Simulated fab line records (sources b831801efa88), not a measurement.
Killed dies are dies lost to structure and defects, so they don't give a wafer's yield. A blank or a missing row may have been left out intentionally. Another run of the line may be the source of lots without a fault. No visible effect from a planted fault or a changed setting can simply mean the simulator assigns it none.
One fault seen from 2 desks + flow gf180mcu + each desk has only its own numbers; what lay behind them comes last

FOR THE TOOL OWNER'S DESK: furnace-02
The tool's own readings at GF_STI_OXIDATION_21 (stabilise 600 s, purge 300 s, target thk 15 nm): means of the sampled wafers that have a number, for each lot that ran on this tool. If a lot's mean is further than 4 standard deviations from the usual mean, the lot is out of limits and carries the mark OUT (the distance appears in the brackets).
Columns: A = ox_temp_c_max at GF_STI_OXIDATION_21, usual 1004.1; B = spike_tc_top_C at GF_STI_OXIDATION_21, usual 1008.2 C
| lot  | first seen here | A      | B      |
|------|-----------------|--------|--------|
| L658 | day 2 17:11     | 1004.7 | 1007.3 |
| L669 | day 5 02:07     | 1005.1 | 1008.1 |
| L670 | day 5 09:02     | 1005.2 | 1007.3 |
Result from this desk: across the 3 lots, nothing is out of limits.

AT THE METROLOGY DESK
What the gauges read, lot by lot, whatever tool the lot ran on: means of the sampled wafers that have a number. If a lot's mean is further than 4 standard deviations from the usual mean, the lot is out of limits and carries the mark OUT (the distance appears in the brackets).
Columns: A = cd_nm at GF_STI_CD_MEAS_12, usual 219.8 nm; B = STI_OXIDATION_01_THK at GF_STI_THK_MEAS_22, usual 15.0 nm; C = STI_CVD_23_THK at GF_STI_THK_MEAS_24, usual 650 nm; D = STI_OXIDATION_02_THK at GF_STI_THK_MEAS_30, usual 10.02 nm; E = DNWELL_TW at GF_DNWELL_TW_MEAS_09, usual 1353; F = NWELL_OVL at GF_NWELL_OVL_MEAS_07, usual 0.5 nm
| lot  | first seen here | A     | B    | C   | D     | E    | F    |
|------|-----------------|-------|------|-----|-------|------|------|
| L655 | day 2 01:27     | 219.5 | 15.0 | 647 | 9.84  | 1361 | 1.6  |
| L657 | day 2 10:34     | 220.3 | 15.0 | 650 | 10.12 | 1343 | -2.1 |
| L658 | day 2 16:23     | 220.3 | 15.0 | 647 | 10.17 | 1350 | 1.5  |
| L661 | day 3 09:05     | 220.4 | 14.6 | 645 | 10.13 | 1357 | 0.6  |
| L669 | day 5 01:25     | 219.8 | 15.3 | 653 | 10.17 | 1350 | 1.1  |
| L670 | day 5 07:13     | 218.2 | 14.9 | 665 | 9.85  | 1351 | 2.5  |
Result from this desk: across the 6 lots, nothing is out of limits.

BROUGHT TOGETHER
The desk of the tool owner found nothing out of limits.
The metrology desk saw nothing out of limits.

WHAT THE SIMULATOR HAD INSERTED
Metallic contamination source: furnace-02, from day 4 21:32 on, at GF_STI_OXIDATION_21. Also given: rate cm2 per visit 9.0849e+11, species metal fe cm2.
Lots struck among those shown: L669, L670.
